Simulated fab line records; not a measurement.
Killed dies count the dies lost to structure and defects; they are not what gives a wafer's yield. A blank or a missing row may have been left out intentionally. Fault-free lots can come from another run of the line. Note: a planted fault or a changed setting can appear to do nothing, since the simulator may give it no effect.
Matching of chambers + flow sfq_line + SFQ_TRILAYER_A5B_CMP_CMP_130 on cmp-01: 4 sister chambers
The step polishes, stops on Nb, target thk 340.7 nm. 14 wafers are shown with their chamber, then 7 later ones without.

== WAFERS WITH THEIR CHAMBER ==
| wafer  | chamber | motor_current_A (A) | slurry_filter_dp_kPa (kPa) | retaining_ring_pressure_frac |
|--------|---------|---------------------|----------------------------|------------------------------|
| L239.2 | 1       | 11.7                | 13.46                      | 1.002                        |
| L239.5 | 0       | 8.8                 | 13.22                      | 0.996                        |
| L239.6 | 1       | 12.2                | 13.36                      | 1.004                        |
| L241.2 | 3       | 9.8                 | 13.43                      | 0.992                        |
| L241.4 | 0       | 9.0                 | 13.47                      | 0.998                        |
| L241.3 | 2       | 9.9                 | 13.49                      | 0.999                        |
| L243.3 | 0       | 9.0                 | 13.58                      | 1.005                        |
| L243.5 | 3       | 10.8                | 13.61                      | 1.007                        |
| L243.6 | 0       | 8.8                 | 13.50                      | 0.995                        |
| L245.1 | 3       | 10.4                | 13.20                      | 1.001                        |
| L245.5 | 0       | 8.9                 | 13.41                      | 1.008                        |
| L245.6 | 1       | 11.7                | 13.25                      | 1.002                        |
| L247.2 | 1       | 12.2                | 13.58                      | 0.995                        |
| L247.5 | 0       | 8.9                 | 13.56                      | 1.007                        |

SIGNATURES (averages over the wafers above)
| reading                      | chamber 0 | chamber 1 | chamber 2 | chamber 3 | scatter within a chamber |
|------------------------------|-----------|-----------|-----------|-----------|--------------------------|
| motor_current_A              | 8.900     | 11.950    | 9.900     | 10.333    | 0.282                    |
| slurry_filter_dp_kPa         | 13.4567   | 13.4125   | 13.4900   | 13.4133   | 0.152                    |
| retaining_ring_pressure_frac | 1.00150   | 1.00075   | 0.99900   | 1.00000   | 0.00575                  |
Rule: distance of a wafer from a chamber = root of the sum over the readings of ((wafer's reading minus chamber's mean) / reading's scatter) squared. The wafer belongs to the nearest chamber; if the next one is less than 2 further off, it can't be placed. How the scatter is found: for the shown wafers, subtract from each reading the mean of its chamber, square and add these, divide the total by (wafers less chambers), then take the root.

== WAFERS WHOSE CHAMBER IS MISSING ==
| wafer  | motor_current_A (A) | slurry_filter_dp_kPa (kPa) | retaining_ring_pressure_frac |
|--------|---------------------|----------------------------|------------------------------|
| L247.6 | 10.1                | 13.42                      | 1.004                        |
| L254.2 | 12.3                | 13.60                      | 1.005                        |
| L254.4 | 10.3                | 13.53                      | 1.003                        |
| L254.6 | 11.9                | 13.61                      | 1.011                        |
| L260.2 | 10.1                | 13.44                      | 1.004                        |
| L260.1 | 10.1                | 13.40                      | 1.007                        |
| L260.4 | 12.7                | 13.57                      | 0.996                        |

== THE CHAMBER EACH PASSED THROUGH ==
| wafer  | from the rows above     | in truth |
|--------|-------------------------|----------|
| L247.6 | can't be placed: 3 or 2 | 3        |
| L254.2 | 1                       | 1        |
| L254.4 | can't be placed: 3 or 2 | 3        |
| L254.6 | 1                       | 1        |
| L260.2 | can't be placed: 3 or 2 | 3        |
| L260.1 | can't be placed: 3 or 2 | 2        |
| L260.4 | 1                       | 1        |
Placed correctly: 3 of 7. Cannot be placed on the basis of these rows: 4; the candidates contain the true chamber in 4. Placed wrongly: 0.
